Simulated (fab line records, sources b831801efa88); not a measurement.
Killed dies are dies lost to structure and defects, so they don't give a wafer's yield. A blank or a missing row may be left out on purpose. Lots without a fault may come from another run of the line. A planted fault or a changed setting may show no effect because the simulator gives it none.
fab line records | flow sky130
record lots=7 wafers=21 last_day=50
route steps=708 shown SD_P@326 RES_XHIGH@332 SD_N@342
lots that met no fault: from a run of the same line without faults
start_h: hours from the record's first day to the start of the lot's first wafer shown | wait_h: hours since the lot's step before | " the same as in the row above | L1.1+2: a row that stands for several wafers | - no value, or no start given | * or withheld: withheld | < > ~ a bound
route shown NAME@n: a module of which the file shows steps, and the number in the route of the first | usual: mean/standard deviation of fault-free wafers | same: alike in all rows | chamber/n: place in a boat | sites: the reading at each site | _std_site: their standard deviation | _edge_site: outer sites' mean less inner sites' | radius_mm: how far each site lies from the wafer's centre | mask NAME#n: copy n | behind: the tool/chamber that last shaped the wafer | hold: why the lot was held/for how many hours/how that ended | device: the transistor (n, p or np) that didn't switch | end of line: the same wafers' tests at the end of the route | a step without rows: its recipe alone | killed: dies lost to structure and defects at the first sort, not the wafer's yield | map: a wafer's dies, x killed, . not, _ none there
set.NAME: the setting as run; set.NAME@STEP: as run at that earlier step | model.NAME: the simulator's own value behind a step, which no gauge read
lots at some steps of the route; a table a step, a row a wafer
services: from which hour (start_h, from the record's first day; less than 0 if before it) a tool's chamber was out of use, for how many hours, and why
## steps
# step SKY_SD_P_DEVELOP_06
# recipe resist=NOVOLAK developer=TMAH develop_time_s=60 dev_temp_c=23
# step SKY_SD_P_CD_MEAS_07
# recipe target_cd_nm=380
# usual cd_nm=380.3/2.3
# columns lot.wafer tool chamber start_h wait_h cd_nm
L596.1 cd_sem-02 - 670.71 0.1 380.4
L596.3 " - " " 379.0
L596.6 " - " " 379.1
L599.2 cd_sem-01 - 694.99 0.1 378.7
L599.3 " - " " 376.1
L599.6 " - " " 376.0
L601.2 cd_sem-02 - 706.30 0.1 379.0
L601.3 " - " " 380.3
L601.6 " - " " 380.8
L602.3 cd_sem-01 - 711.61 0.1 381.5
L602.4 " - " " 382.8
L602.5 " - " " 381.5
L603.1 cd_sem-02 - 716.73 0.1 381.2
L603.4 " - " " 381.3
L603.6 " - " " 380.6
L604.3 cd_sem-01 - 723.17 0.1 378.9
L604.4 " - " " 377.8
L604.6 " - " " 381.2
L610.2 cd_sem-02 - 785.65 0.1 383.2
L610.4 " - " " 380.0
L610.6 " - " " 379.6
# step SKY_SD_P_OVL_MEAS_08
# usual SD_P_OVL=0.2/1.4
# columns lot.wafer tool chamber start_h wait_h SD_P_OVL[nm]
L596.1 overlay-02 - 670.83 0.1 -2.2
L596.3 " - " " -0.8
L596.6 " - " " -2.7
L599.2 overlay-01 - 695.10 0.1 -0.8
L599.3 " - " " 0.8
L599.6 " - " " -0.6
L601.2 overlay-02 - 706.41 0.1 0.6
L601.3 " - " " -1.4
L601.6 " - " " 0.5
L602.3 overlay-01 - 711.70 0.1 0.0
L602.4 " - " " -0.1
L602.5 " - " " 0.5
L603.1 overlay-01 - 716.85 0.1 -1.5
L603.4 " - " " 0.7
L603.6 " - " " -0.9
L604.3 overlay-01 - 723.26 0.1 0.7
L604.4 " - " " 1.2
L604.6 " - " " 0.0
L610.2 overlay-01 - 785.76 0.1 1.3
L610.4 " - " " 0.0
L610.6 " - " " 2.0
# step SKY_SD_P_IMPLANT_09
# recipe species=BF2 energy_kev=20 dose_cm2=3e+15 tilt_deg=0
# step SKY_SD_P_STRIP_10
# recipe chemistry=O2/N2 power_w=1400 pressure_mtorr=1500 platen_temp_c=withheld o2_flow_sccm=3000 n2_flow_sccm=300 overash_fraction=0.5
# usual drypump_motor_current_A=5.7/0.37 oes_product_au=0.617/0.0047 strip_time_to_endpoint_s=17.50/0.04
# columns lot.wafer tool chamber start_h wait_h drypump_motor_current_A oes_product_au rf_hours_counter_h strip_time_to_endpoint_s
L596.1 plasma_asher-02 1 671.02 0.1 5.5 0.623 82 17.55
L596.3 " 1 " " 5.5 0.621 - 17.54
L596.6 " 0 " " 5.8 0.617 - 17.56
L599.2 plasma_asher-04 1 695.28 0.1 6.1 0.620 95 17.57
L599.3 " 0 " " 6.0 0.616 - 17.58
L599.6 " 1 " " 6.1 0.610 - 17.56
L601.2 plasma_asher-01 0 706.59 0.1 5.2 0.613 28 17.46
L601.3 " 1 " " 5.2 0.623 - 17.48
L601.6 " 1 " " 5.2 0.614 - 17.44
L602.3 plasma_asher-02 0 711.91 0.1 5.8 0.618 - 17.46
L602.4 " 1 " " 5.5 0.624 - 17.49
L602.5 " 1 " " 5.5 0.614 - 17.51
L603.1 plasma_asher-04 0 717.04 0.1 6.0 0.623 98 17.56
L603.4 " 0 " " 6.1 0.612 - 17.50
L603.6 " 0 " " 6.1 0.613 - 17.51
L604.3 plasma_asher-01 0 723.47 0.1 5.2 0.617 - 17.43
L604.4 " 1 " " 5.2 0.619 - 17.50
L604.6 " 0 " " 5.2 0.618 - 17.47
L610.2 plasma_asher-04 0 785.94 0.1 6.1 0.610 3 17.48
L610.4 " 0 " " 6.1 0.610 - 17.50
L610.6 " 0 " " 6.1 0.610 - 17.47
# step SKY_SD_P_TW_MEAS_11
# usual SD_P_TW=2859/16
# columns lot.wafer tool chamber start_h wait_h SD_P_TW
L596.1 film_metro-04 - 671.12 0.1 2860
L596.3 " - " " 2836
L596.6 " - " " 2857
L599.2 film_metro-01 - 695.39 0.1 2867
L599.3 " - " " 2856
L599.6 " - " " 2876
L601.2 film_metro-03 - 706.74 0.1 2852
L601.3 " - " " 2856
L601.6 " - " " 2845
L602.3 film_metro-03 - 712.00 0.1 2870
L602.4 " - " " 2862
L602.5 " - " " 2863
L603.1 film_metro-03 - 717.14 0.1 2862
L603.4 " - " " 2859
L603.6 " - " " 2857
L604.3 film_metro-01 - 723.56 0.1 2849
L604.4 " - " " 2863
L604.6 " - " " 2866
L610.2 film_metro-03 - 786.05 0.1 2879
L610.4 " - " " 2901
L610.6 " - " " 2875
# step SKY_RES_XHIGH_DEHYDRATE_00
# recipe temp_c=200 time_s=60
# step SKY_RES_XHIGH_HMDS_01
# recipe prime_time_s=60 prime_temp_c=120
# step SKY_RES_XHIGH_COAT_02
# recipe resist=NOVOLAK spin_rpm=3000 resist_thk_nm=1140
# step SKY_RES_XHIGH_SOFTBAKE_03
# recipe temp_c=90.34 time_s=60 resist=NOVOLAK
# step SKY_RES_XHIGH_EXPOSE_04
# recipe mask_id=URPM na=0.6 source_shape=conventional sigma_outer=0.6 polarization=unpolarized target_cd_nm=1270 dose_mj=140
# step SKY_RES_XHIGH_PEB_05
# recipe temp_c=withheld time_s=* resist=NOVOLAK
# step SKY_RES_XHIGH_DEVELOP_06
# recipe resist=NOVOLAK developer=TMAH develop_time_s=60 dev_temp_c=23
# usual chill_plate_temp_C=23.01/0.09 develop_time_s=60/0
# columns lot.wafer tool chamber start_h wait_h chill_plate_temp_C develop_time_s
L596.1 litho_track-02 0 699.67 0.1 22.93 60
L596.3 " 0 " " 23.00 60
L596.6 " 0 " " 22.90 60
L599.2 litho_track-03 0 723.04 0.1 23.03 60
L599.3 " 0 " " 22.85 60
L599.6 " 0 " " 23.05 60
L601.2 litho_track-01 - 734.75 0.1 - -
L601.3 " - " " - -
L601.6 " - " " - -
L602.3 litho_track-03 - 739.91 0.1 - -
L602.4 " - " " - -
L602.5 " - " " - -
L603.1 litho_track-01 - 745.02 0.1 - -
L603.4 " - " " - -
L603.6 " - " " - -
L604.3 litho_track-03 0 750.06 0.1 23.00 60
L604.4 " 0 " " 23.03 60
L604.6 " 0 " " 22.96 60
L610.2 litho_track-03 0 812.34 0.1 23.14 60
L610.4 " 0 " " 23.05 60
L610.6 " 0 " " 23.18 60
# step SKY_RES_XHIGH_IMPLANT_07
# recipe species=BF2 energy_kev=20 dose_cm2=3.6e+14 tilt_deg=0
# step SKY_RES_XHIGH_STRIP_08
# recipe chemistry=O2/N2 power_w=1400 pressure_mtorr=1500 platen_temp_c=withheld o2_flow_sccm=3000 n2_flow_sccm=300 overash_fraction=0.5
# usual drypump_motor_current_A=5.6/0.41 oes_product_au=0.710/0.0045 strip_time_to_endpoint_s=14.27/0.038
# columns lot.wafer tool chamber start_h wait_h drypump_motor_current_A oes_product_au rf_hours_counter_h strip_time_to_endpoint_s
L596.1 plasma_asher-01 1 699.97 0.1 5.2 0.716 27 14.28
L596.3 " 1 " " 5.2 0.712 - 14.25
L596.6 " 1 " " 5.2 0.715 - 14.27
L599.2 plasma_asher-02 1 723.31 0.1 5.4 0.711 88 14.27
L599.3 " 0 " " 5.9 0.714 - 14.28
L599.6 " 0 " " 5.9 0.698 - 14.24
L601.2 plasma_asher-01 0 735.02 0.1 5.2 0.708 30 14.30
L601.3 " 1 " " 5.2 0.705 - 14.32
L601.6 " 1 " " 5.2 0.708 - 14.34
L602.3 plasma_asher-03 0 740.20 0.1 5.9 0.716 - 14.31
L602.4 " 1 " " 6.6 0.710 - 14.26
L602.5 " 0 " " 5.9 0.712 - 14.28
L603.1 plasma_asher-03 1 745.32 0.1 6.5 0.707 65 14.21
L603.4 " 0 " " 5.9 0.710 - 14.23
L603.6 " 1 " " 6.5 0.712 - 14.26
L604.3 plasma_asher-01 1 750.35 0.1 5.1 0.706 - 14.27
L604.4 " 0 " " 5.2 0.710 - 14.31
L604.6 " 0 " " 5.2 0.711 - 14.25
L610.2 plasma_asher-02 0 812.61 0.1 5.9 0.719 98 14.31
L610.4 " 1 " " 5.4 0.711 - 14.30
L610.6 " 0 " " 5.8 0.711 - 14.27
# step SKY_RES_XHIGH_TW_MEAS_09
# usual RES_XHIGH_TW=1655/10
# columns lot.wafer tool chamber start_h wait_h RES_XHIGH_TW
L596.1 film_metro-04 - 700.07 0.1 1644
L596.3 " - " " 1650
L596.6 " - " " 1646
L599.2 film_metro-03 - 723.42 0.1 1657
L599.3 " - " " 1659
L599.6 " - " " 1659
L601.2 film_metro-04 - 735.13 0.1 30
L601.3 " - " " 30
L601.6 " - " " 30
L602.3 film_metro-01 - 740.28 0.1 30
L602.4 " - " " 30
L602.5 " - " " 30
L603.1 film_metro-04 - 745.42 0.1 30
L603.4 " - " " 30
L603.6 " - " " 30
L604.3 film_metro-01 - 750.43 0.1 1668
L604.4 " - " " 1666
L604.6 " - " " 1669
L610.2 film_metro-04 - 812.72 0.1 1651
L610.4 " - " " 1649
L610.6 " - " " 1654
# step SKY_SD_N_DEHYDRATE_00
# recipe temp_c=200 time_s=60
## services
# columns tool chamber start_h hours kind
plasma_asher-01 - 679.05 14.7 repair
plasma_asher-02 - 691.80 0.5 repair
plasma_asher-01 - 693.75 2.8 pm
plasma_asher-01 - 709.86 2.4 repair
plasma_asher-04 - 733.75 9.0 pm
plasma_asher-04 0 733.75 9.0 vent_cycle
plasma_asher-04 1 733.75 9.0 vent_cycle
plasma_asher-01 - 738.93 9.2 repair
plasma_asher-04 0 742.75 - clean
plasma_asher-04 1 742.75 - clean
plasma_asher-04 - 750.26 10.0 pm
plasma_asher-04 - 797.02 2.8 pm
## key
first_sign step=SKY_RES_XHIGH_DEVELOP_06 reading=tool_record direction=missing
effect step=SKY_RES_XHIGH_TW_MEAS_09 reading=RES_XHIGH_TW direction=down sigmas=99+ usual=1655 struck=30
met_at SKY_RES_XHIGH_DEVELOP_06
struck_wafers L601.2,L601.3,L601.6,L602.3,L602.4,L602.5,L603.1,L603.4,L603.6
sort_left_out L601.2,L601.3,L601.6,L602.3,L602.4,L602.5,L603.1,L603.4,L603.6
tester_left_out L601,L602,L603
onset_between 723.04 734.75
fault kind=skipped_step_whole tool=litho_track-01,litho_track-03 chamber=- onset_h=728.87 steps=SKY_RES_XHIGH_DEVELOP_06 scope=struck_lots_only
# tester_left_out: of these lots the tester's yield and bins aren't shown, on N5 and GAA mostly nor the transistor test; their killed dies are dies lost to structure and defects alone, not to doping, threshold or leakage, so they don't give the yield
# sort_left_out: the simulated sort isn't trusted on such a fault, so these wafers' sort isn't shown, and their yield isn't known
